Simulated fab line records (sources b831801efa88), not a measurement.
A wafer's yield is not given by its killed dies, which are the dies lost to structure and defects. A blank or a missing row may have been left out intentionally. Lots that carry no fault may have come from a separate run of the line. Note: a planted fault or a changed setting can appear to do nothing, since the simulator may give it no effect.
Chamber matching | flow sky130 | SKY_FIELD_ISO_ETCH_17 on rie-si-01 has 4 sister chambers
The step etches Si in HBr/Cl2/O2, target depth 342 nm, time 97.7 s. 14 wafers are shown with their chamber, then 7 later ones without.

WAFERS WITH THEIR CHAMBER
wafer  | chamber | drypump-motor-current-A (A) | oes-product-au (a.u.) | throttle-valve-pct (%)
L381.1 | 2       | 5.6                         | 1.001                 | 25.645
L381.2 | 3       | 5.6                         | 0.999                 | 25.653
L381.3 | 1       | 6.1                         | 1.010                 | 25.649
L382.2 | 1       | 6.0                         | 1.015                 | 25.637
L382.3 | 2       | 5.6                         | 1.001                 | 25.666
L382.4 | 0       | 6.5                         | 1.013                 | 25.647
L383.1 | 1       | 6.0                         | 1.012                 | 25.644
L383.4 | 2       | 5.6                         | 1.003                 | 25.641
L383.6 | 1       | 6.0                         | 1.022                 | 25.637
L387.1 | 3       | 5.6                         | 1.012                 | 25.636
L387.4 | 0       | 6.5                         | 1.009                 | 25.655
L387.6 | 2       | 5.6                         | 1.017                 | 25.666
L389.1 | 0       | 6.5                         | 0.993                 | 25.664
L389.2 | 3       | 5.6                         | 0.981                 | 25.676

SIGNATURES (means of the wafers above)
reading                 | chamber 0 | chamber 1 | chamber 2 | chamber 3 | scatter within a chamber
drypump-motor-current-A | 6.500     | 6.025     | 5.600     | 5.600     | 0.0274
oes-product-au          | 1.00500   | 1.01475   | 1.00550   | 0.99733   | 0.00985
throttle-valve-pct      | 25.65533  | 25.64175  | 25.65450  | 25.65500  | 0.0126
Rule: distance of a wafer from a chamber = root of the sum over the readings of ((wafer's reading minus chamber's mean) / reading's scatter) squared. If the next closest chamber is less than 2 further off than the closest, the wafer can't be placed; otherwise it belongs to the closest. The scatter: take each reading less its chamber's mean, square it, sum over the shown wafers, divide by the number of wafers less the number of chambers, and take the root.

WAFERS WITH NO CHAMBER GIVEN
wafer  | drypump-motor-current-A (A) | oes-product-au (a.u.) | throttle-valve-pct (%)
L389.4 | 5.6                         | 0.996                 | 25.656
L391.1 | 6.5                         | 1.003                 | 25.660
L391.3 | 5.6                         | 1.003                 | 25.663
L391.5 | 5.6                         | 0.999                 | 25.653
L393.3 | 5.6                         | 0.998                 | 25.644
L393.4 | 5.6                         | 0.999                 | 25.652
L393.5 | 6.5                         | 1.009                 | 25.648

WHICH CHAMBER EACH WENT THROUGH
wafer  | from the rows above     | in truth
L389.4 | can't be placed: 3 or 2 | 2
L391.1 | 0                       | 0
L391.3 | can't be placed: 2 or 3 | 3
L391.5 | can't be placed: 3 or 2 | 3
L393.3 | can't be placed: 3 or 2 | 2
L393.4 | can't be placed: 3 or 2 | 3
L393.5 | 0                       | 0
Correct placement for 2 of the 7. Unplaceable from these rows: 5, with the true chamber sitting among the candidates in 5. Wrongly placed: 0.
